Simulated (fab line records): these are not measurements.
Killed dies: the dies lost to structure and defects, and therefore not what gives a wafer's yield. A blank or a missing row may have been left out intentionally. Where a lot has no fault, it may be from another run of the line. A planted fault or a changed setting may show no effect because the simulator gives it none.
fab line records -- flow gf180mcu
record lots=12, wafers=36, last_day=34
route steps=602 shown V2@398 M3@410 V4@480
lots with no fault: from the same line, run without faults
start_h: start of the lot's first displayed wafer, in hours after the record's first day -- wait_h: how many hours have passed since the lot's step before this one -- " same as the row above -- L1.1+2: several wafers, shown together as one row -- - no value present, or no start provided -- * or withheld: withheld -- < > ~ a bound
route shown NAME@n: NAME is a module with steps in the file, n the number in the route of the first one -- usual: mean/standard deviation taken from wafers without a fault -- same: alike in all rows -- chamber/n: place in a boat -- sites: readings site by site -- _std_site: the values' standard deviation -- _edge_site: the outer-site mean with the inner-site mean subtracted -- radius_mm: for every site, how far away it sits from the centre of the wafer -- mask NAME#n: copy n -- behind: the tool/chamber that last shaped the wafer -- hold: the reason the lot was held/the length of the hold in hours/how it ended -- device: whichever transistor did not switch (one of n, p or np) -- end of line: the tests these same wafers got at the end of their route -- a step without rows: its recipe alone -- killed: not the wafer's yield, but the dies lost to structure and defects at the first sort -- map: the dies of a wafer, with x for killed, . for not killed, _ for no die there
set.NAME: the setting that was run; set.NAME@STEP: the one run at that earlier step -- model.NAME: the simulator's own value behind a step, which no gauge read
the route's steps for a sample of lots (tables are steps, rows are wafers)
services: the hour from which a tool's chamber was out of use, counted from the record's first day as start_h (under 0 if before that day), plus the number of hours and why
## steps
# step GF_V2_ETCH_16
# recipe chemistry=N2/H2, target_depth_a=withheld, overetch_a=withheld, time_s=withheld, target=BARC, ion_energy_ev=200, source_w=500, bias_w=100, pressure_mtorr=30, n2_flow_sccm=100, h2_flow_sccm=200
# usual drypump_motor_current_A=5.9/0.46, n2_flow_sccm=100.03/0.3, oes_product_au=0.854/0.0051, throttle_valve_pct=13.225/0.0088
lot.wafer,tool,chamber,start_h,wait_h,drypump_motor_current_A,n2_flow_sccm,oes_product_au,throttle_valve_pct
L773.3,rie_diel-04,2,462.91,0.0,5.1,99.88,0.862,13.240
L773.5,rie_diel-04,3,462.91,0.0,6.0,99.75,0.849,13.247
L773.6,rie_diel-04,2,462.91,0.0,5.1,99.69,0.847,13.233
L776.1,rie_diel-04,1,487.17,0.0,6.7,100.20,0.853,13.210
L776.4,rie_diel-04,2,487.17,0.0,5.1,100.48,0.854,13.228
L776.6,rie_diel-04,1,487.17,0.0,6.7,100.30,0.859,13.239
L779.2,rie_diel-01,2,518.26,0.0,6.4,100.41,0.853,13.219
L779.5,rie_diel-01,2,518.26,0.0,6.5,100.02,0.856,13.228
L779.6,rie_diel-01,1,518.26,0.0,5.8,100.23,0.847,13.228
L781.1,rie_diel-01,2,541.56,0.0,6.5,99.89,0.859,13.222
L781.5,rie_diel-01,0,541.56,0.0,5.3,100.59,0.855,13.217
L781.6,rie_diel-01,3,541.56,0.0,5.7,100.19,0.850,13.220
L782.3,rie_diel-01,1,544.51,0.0,5.8,99.81,0.862,13.238
L782.5,rie_diel-01,2,544.51,0.0,6.5,99.82,0.862,13.229
L782.6,rie_diel-01,1,544.51,0.0,5.8,99.73,0.851,13.220
L783.1,rie_diel-04,1,552.91,0.0,6.7,99.94,0.848,13.215
L783.3,rie_diel-04,2,552.91,0.0,5.1,100.46,0.851,13.212
L783.5,rie_diel-04,3,552.91,0.0,6.0,99.71,0.858,13.237
L784.1,rie_diel-01,1,563.97,0.0,5.9,100.09,0.863,13.230
L784.5,rie_diel-01,3,563.97,0.0,5.8,100.25,0.851,13.216
L784.6,rie_diel-01,0,563.97,0.0,5.3,99.81,0.861,13.227
L785.4,rie_diel-04,3,565.87,0.0,6.0,99.91,0.862,13.231
L785.5,rie_diel-04,3,565.87,0.0,6.0,99.76,0.853,13.210
L785.6,rie_diel-04,0,565.87,0.0,6.1,100.39,0.847,13.221
L786.1,rie_diel-04,1,574.87,0.0,6.7,100.54,0.842,13.230
L786.5,rie_diel-04,1,574.87,0.0,6.7,100.09,0.859,13.236
L786.6,rie_diel-04,0,574.87,0.0,6.1,99.91,0.857,13.229
L787.1,rie_diel-04,3,578.92,0.0,6.0,100.38,0.860,13.236
L787.2,rie_diel-04,1,578.92,0.0,6.7,100.13,0.859,13.234
L787.4,rie_diel-04,2,578.92,0.0,5.1,99.13,0.856,13.239
L789.2,rie_diel-01,1,601.46,0.0,5.8,99.71,0.858,13.227
L789.4,rie_diel-01,2,601.46,0.0,6.5,100.22,0.856,13.224
L789.5,rie_diel-01,1,601.46,0.0,5.8,99.99,0.860,13.234
L796.2,rie_diel-04,2,647.26,0.0,5.1,100.21,0.847,13.228
L796.5,rie_diel-04,2,647.26,0.0,5.1,100.36,0.859,13.221
L796.6,rie_diel-04,3,647.26,0.0,6.0,100.49,0.853,13.233
# step GF_M3_SPUTTER_01
# recipe material=TiN, target_thk_nm=30, power_w=6500, time_s=25, chamber_pressure_pa=0.4
# usual throttle_valve_pct=30.0/0.72
lot.wafer,tool,chamber,start_h,wait_h,throttle_valve_pct
L773.3,pvd_sputter-03,-,464.37,0.1,30.9
L773.5,pvd_sputter-03,-,464.37,0.1,29.4
L773.6,pvd_sputter-03,-,464.37,0.1,29.4
L776.1,pvd_sputter-02,-,488.63,0.1,30.4
L776.4,pvd_sputter-02,-,488.63,0.1,30.2
L776.6,pvd_sputter-02,-,488.63,0.1,30.2
L779.2,pvd_sputter-03,-,519.71,0.1,29.8
L779.5,pvd_sputter-03,-,519.71,0.1,29.5
L779.6,pvd_sputter-03,-,519.71,0.1,30.0
L781.1,pvd_sputter-03,-,543.04,0.1,29.6
L781.5,pvd_sputter-03,-,543.04,0.1,29.6
L781.6,pvd_sputter-03,-,543.04,0.1,29.7
L782.3,pvd_sputter-03,-,545.97,0.1,29.6
L782.5,pvd_sputter-03,-,545.97,0.1,30.1
L782.6,pvd_sputter-03,-,545.97,0.1,29.4
L783.1,pvd_sputter-04,-,554.37,0.1,28.5
L783.3,pvd_sputter-04,-,554.37,0.1,30.5
L783.5,pvd_sputter-04,-,554.37,0.1,29.1
L784.1,pvd_sputter-03,-,565.42,0.1,29.5
L784.5,pvd_sputter-03,-,565.42,0.1,30.2
L784.6,pvd_sputter-03,-,565.42,0.1,29.4
L785.4,pvd_sputter-03,-,567.32,0.1,30.1
L785.5,pvd_sputter-03,-,567.32,0.1,30.9
L785.6,pvd_sputter-03,-,567.32,0.1,30.2
L786.1,pvd_sputter-04,-,576.58,0.1,28.7
L786.5,pvd_sputter-04,-,576.58,0.1,28.7
L786.6,pvd_sputter-04,-,576.58,0.1,29.0
L787.1,pvd_sputter-04,-,580.41,0.1,29.0
L787.2,pvd_sputter-04,-,580.41,0.1,28.7
L787.4,pvd_sputter-04,-,580.41,0.1,30.1
L789.2,pvd_sputter-03,-,602.92,0.1,29.6
L789.4,pvd_sputter-03,-,602.92,0.1,29.4
L789.5,pvd_sputter-03,-,602.92,0.1,30.1
L796.2,pvd_sputter-02,-,648.72,0.1,30.7
L796.5,pvd_sputter-02,-,648.72,0.1,30.8
L796.6,pvd_sputter-02,-,648.72,0.1,31.4
# step GF_V4_CMP_04
# recipe material=SiO2, down_force_psi=4, platen_rpm=60, pad_velocity_m_s=0.94248
# usual motor_current_A=12.1/1.4, platen_rpm=60.01/0.037, time_to_endpoint_s=80/4.2
lot.wafer,tool,chamber,start_h,wait_h,motor_current_A,platen_rpm,time_to_endpoint_s
L773.3,cmp-01,3,540.27,0.1,13.3,60.01,81
L773.6,cmp-01,2,540.27,0.1,11.3,60.00,85
L773.5,cmp-01,3,540.27,0.1,13.9,59.95,80
L776.4,cmp-02,1,562.62,0.1,11.0,60.04,76
L776.1,cmp-02,3,562.62,0.1,11.8,60.01,76
L776.6,cmp-02,1,562.62,0.1,10.8,59.99,86
L779.2,cmp-01,2,591.43,0.1,10.7,60.00,78
L779.5,cmp-01,1,591.43,0.1,10.9,59.97,85
L779.6,cmp-01,2,591.43,0.1,11.0,60.01,85
L781.1,cmp-01,0,611.38,0.1,11.3,60.01,78
L781.6,cmp-01,3,611.38,0.1,14.3,59.99,86
L781.5,cmp-01,0,611.38,0.1,11.0,60.03,82
L782.3,cmp-01,0,615.30,0.1,11.4,59.99,75
L782.5,cmp-01,3,615.30,0.1,14.2,60.09,78
L782.6,cmp-01,0,615.30,0.1,11.0,59.98,76
L783.3,cmp-01,1,622.21,0.0,11.1,60.01,80
L783.1,cmp-01,3,622.21,0.0,14.6,60.05,75
L783.5,cmp-01,1,622.21,0.0,10.5,59.97,81
L784.1,cmp-01,3,632.35,0.1,13.8,60.00,75
L784.6,cmp-01,2,632.35,0.1,11.2,59.99,87
L784.5,cmp-01,3,632.35,0.1,14.8,60.01,77
L785.4,cmp-02,3,634.27,0.1,11.8,60.01,78
L785.6,cmp-02,1,634.27,0.1,11.4,59.97,79
L785.5,cmp-02,2,634.27,0.1,12.6,60.00,84
L786.1,cmp-02,2,643.06,0.2,11.6,60.05,80
L786.5,cmp-02,3,643.06,0.2,11.7,60.08,80
L786.6,cmp-02,0,643.06,0.2,14.4,59.96,77
L787.1,cmp-02,0,646.96,0.1,14.8,59.99,81
L787.2,cmp-02,2,646.96,0.1,11.9,59.96,95
L787.4,cmp-02,3,646.96,0.1,11.5,59.96,85
L789.4,cmp-02,2,667.01,0.0,12.2,60.06,81
L789.2,cmp-02,0,667.01,0.0,14.5,60.00,95
L789.5,cmp-02,3,667.01,0.0,11.5,59.98,78
L796.2,cmp-01,0,709.28,0.2,11.0,60.11,80
L796.6,cmp-01,1,709.28,0.2,11.5,60.04,79
L796.5,cmp-01,2,709.28,0.2,11.2,59.98,82
# step GF_V4_OVL_MEAS_15
# usual V4_OVL=4/6.1
lot.wafer,tool,chamber,start_h,wait_h,V4_OVL[nm]
L773.3,overlay-02,-,562.64,0.1,3
L773.5,overlay-02,-,562.64,0.1,8
L773.6,overlay-02,-,562.64,0.1,4
L776.1,overlay-02,-,584.62,0.1,11
L776.4,overlay-02,-,584.62,0.1,3
L776.6,overlay-02,-,584.62,0.1,8
L779.2,overlay-01,-,612.73,0.1,-7
L779.5,overlay-01,-,612.73,0.1,-1
L779.6,overlay-01,-,612.73,0.1,-3
L781.1,overlay-01,-,632.12,0.1,1
L781.5,overlay-01,-,632.12,0.1,9
L781.6,overlay-01,-,632.12,0.1,9
L782.3,overlay-01,-,635.94,0.1,14
L782.5,overlay-01,-,635.94,0.1,7
L782.6,overlay-01,-,635.94,0.1,6
L783.1,overlay-01,-,642.83,0.1,1
L783.3,overlay-01,-,642.83,0.1,1
L783.5,overlay-01,-,642.83,0.1,-1
L784.1,overlay-01,-,652.37,0.1,12
L784.5,overlay-01,-,652.37,0.1,12
L784.6,overlay-01,-,652.37,0.1,12
L785.4,overlay-01,-,654.24,0.1,3
L785.5,overlay-01,-,654.24,0.1,-2
L785.6,overlay-01,-,654.24,0.1,2
L786.1,overlay-01,-,662.83,0.1,6
L786.5,overlay-01,-,662.83,0.1,2
L786.6,overlay-01,-,662.83,0.1,5
L787.1,overlay-01,-,666.57,0.1,-9
L787.2,overlay-01,-,666.57,0.1,-5
L787.4,overlay-01,-,666.57,0.1,1
L789.2,overlay-02,-,686.03,0.1,7
L789.4,overlay-02,-,686.03,0.1,9
L789.5,overlay-02,-,686.03,0.1,3
L796.2,overlay-02,-,726.53,0.1,-3
L796.5,overlay-02,-,726.53,0.1,-6
L796.6,overlay-02,-,726.53,0.1,-6
# step GF_V4_ETCH_17
# recipe chemistry=C4F8/O2/Ar, mask_material=KrF, target=SiO2, stop_on=TiN, source_w=1500, bias_w=1200, pressure_mtorr=40, c4f8_flow_sccm=withheld, O2_flow_sccm=6, Ar_flow_sccm=300, time_s=withheld, target_depth_a=6300
# usual oes_product_au=0.855/0.0044
lot.wafer,tool,chamber,start_h,wait_h,oes_product_au
L773.3,rie_diel-03,3,-,-,0.853
L773.5,rie_diel-03,3,-,-,0.858
L773.6,rie_diel-03,0,-,-,0.853
L776.1,rie_diel-01,3,-,-,0.856
L776.4,rie_diel-01,3,-,-,0.849
L776.6,rie_diel-01,2,-,-,0.852
L779.2,rie_diel-04,2,-,-,0.858
L779.5,rie_diel-04,3,-,-,0.855
L779.6,rie_diel-04,0,-,-,0.861
L781.1,rie_diel-03,1,-,-,0.852
L781.5,rie_diel-03,2,-,-,0.860
L781.6,rie_diel-03,1,-,-,0.861
L782.3,rie_diel-01,1,-,-,0.851
L782.5,rie_diel-01,1,-,-,0.861
L782.6,rie_diel-01,0,-,-,0.859
L783.1,rie_diel-01,0,-,-,0.860
L783.3,rie_diel-01,2,-,-,0.861
L783.5,rie_diel-01,0,-,-,0.856
L784.1,rie_diel-03,2,-,-,0.859
L784.5,rie_diel-03,3,-,-,0.847
L784.6,rie_diel-03,0,-,-,0.846
L785.4,rie_diel-01,0,-,-,0.854
L785.5,rie_diel-01,3,-,-,0.857
L785.6,rie_diel-01,2,-,-,0.859
L786.1,rie_diel-01,1,-,-,0.858
L786.5,rie_diel-01,2,-,-,0.860
L786.6,rie_diel-01,3,-,-,0.858
L787.1,rie_diel-01,2,-,-,0.851
L787.2,rie_diel-01,3,-,-,0.820
L787.4,rie_diel-01,0,-,-,0.861
L789.2,rie_diel-01,0,-,-,0.814
L789.4,rie_diel-01,1,-,-,0.856
L789.5,rie_diel-01,2,-,-,0.845
L796.2,rie_diel-04,1,-,-,0.855
L796.5,rie_diel-04,1,-,-,0.855
L796.6,rie_diel-04,2,-,-,0.857
## services
tool,chamber,start_h,hours,kind
rie_diel-04,1,447.56,6.1,repair
rie_diel-03,1,454.60,14.5,repair
rie_diel-04,-,470.57,14.6,pm
rie_diel-01,1,476.92,1.5,repair
rie_diel-01,-,476.98,0.7,repair
cmp-01,-,477.91,0.9,repair
cmp-02,-,486.00,7.8,pm
rie_diel-04,2,488.63,9.1,repair
rie_diel-01,3,542.76,3.3,repair
cmp-02,-,553.18,1.6,repair
cmp-01,-,565.85,0.8,repair
cmp-01,-,572.18,4.0,pm
rie_diel-01,0,575.98,15.7,repair
cmp-02,-,577.55,0.8,repair
rie_diel-01,0,593.46,12.1,repair
rie_diel-01,1,608.02,3.5,repair
cmp-01,-,647.93,2.7,pm
cmp-02,-,649.32,9.6,repair
rie_diel-01,1,650.19,8.3,repair
rie_diel-04,-,673.03,4.0,pm
rie_diel-01,-,687.47,0.9,repair
rie_diel-04,1,707.90,3.6,repair
pvd_sputter-03,-,713.18,1.3,repair
cmp-01,-,718.99,4.0,repair
## key
first_sign step=GF_V4_CMP_04, reading=time_to_endpoint_s, direction=up, sigmas=3.7, usual=*, struck=*
effect step=GF_V4_ETCH_17, reading=oes_product_au, direction=down, sigmas=8.6, usual=0.855, struck=0.817
met_at GF_V4_CMP_04
struck_lots L787,L789
struck_wafers L787.2,L789.2
not_acting_at GF_V2_ETCH_16,GF_M3_SPUTTER_01,GF_V4_OVL_MEAS_15
onset_between 643.06 646.96
fault kind=process_parameter_drift, tool=cmp-02, chamber=-, onset_h=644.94, steps=GF_V4_CMP_04, channel=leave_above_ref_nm, offset=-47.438, shape=step, end_h=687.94, scope=struck_wafers_only, acts_in=these_recipes_only, stated=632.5
